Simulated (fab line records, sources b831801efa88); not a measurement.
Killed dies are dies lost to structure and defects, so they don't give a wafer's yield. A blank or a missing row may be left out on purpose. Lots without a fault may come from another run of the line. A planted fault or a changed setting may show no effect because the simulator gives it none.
Chamber matching | flow sfq_line | SFQ_TRILAYER_I1_VIA_ETCH_VIA_ETCH_052 on rie_diel-03: 4 sister chambers
The step etches SiO2 in CHF3, stops on Nb, target depth 260 nm. 4 wafers are shown with their chamber, then 8 later ones without.

WAFERS WITH THEIR CHAMBER
wafer  | chamber | oes_product_au (a.u.)
L785.5 | 0       | 0.852
L792.1 | 1       | 0.849
L796.5 | 2       | 0.852
L802.2 | 3       | 0.855

WAFERS WITHOUT THEIR CHAMBER
wafer  | oes_product_au (a.u.)
L802.5 | 0.856
L802.6 | 0.872
L803.2 | 0.858
L803.3 | 0.852
L803.5 | 0.856
L806.1 | 0.853
L806.2 | 0.852
L806.4 | 0.852

WHICH CHAMBER EACH WENT THROUGH
wafer  | from the rows above               | in truth
L802.5 | can't be placed: 3 or 0 or 2 or 1 | 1
L802.6 | can't be placed: 3 or 0 or 2 or 1 | 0
L803.2 | can't be placed: 3 or 0 or 2 or 1 | 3
L803.3 | can't be placed: 0 or 2 or 1 or 3 | 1
L803.5 | can't be placed: 3 or 0 or 2 or 1 | 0
L806.1 | can't be placed: 0 or 2 or 3 or 1 | 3
L806.2 | can't be placed: 0 or 2 or 1 or 3 | 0
L806.4 | can't be placed: 0 or 2 or 1 or 3 | 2
Placed correctly: 0 of 8. Can't be placed from these rows: 8 (the true chamber is among the candidates in 8). Placed wrongly: 0.
How it was worked out, from the rows above alone: a wafer's distance from a chamber is the root of the sum, over the readings, of the square of ((its reading less the chamber's mean) divided by the reading's scatter). The wafer belongs to the nearest chamber; if the next one is less than 2 further off, it can't be placed. A chamber's mean is the mean of its shown wafers. The scatter: with one shown wafer a chamber, the root of the mean of the squares of how far each hidden wafer lies from its nearest shown one.
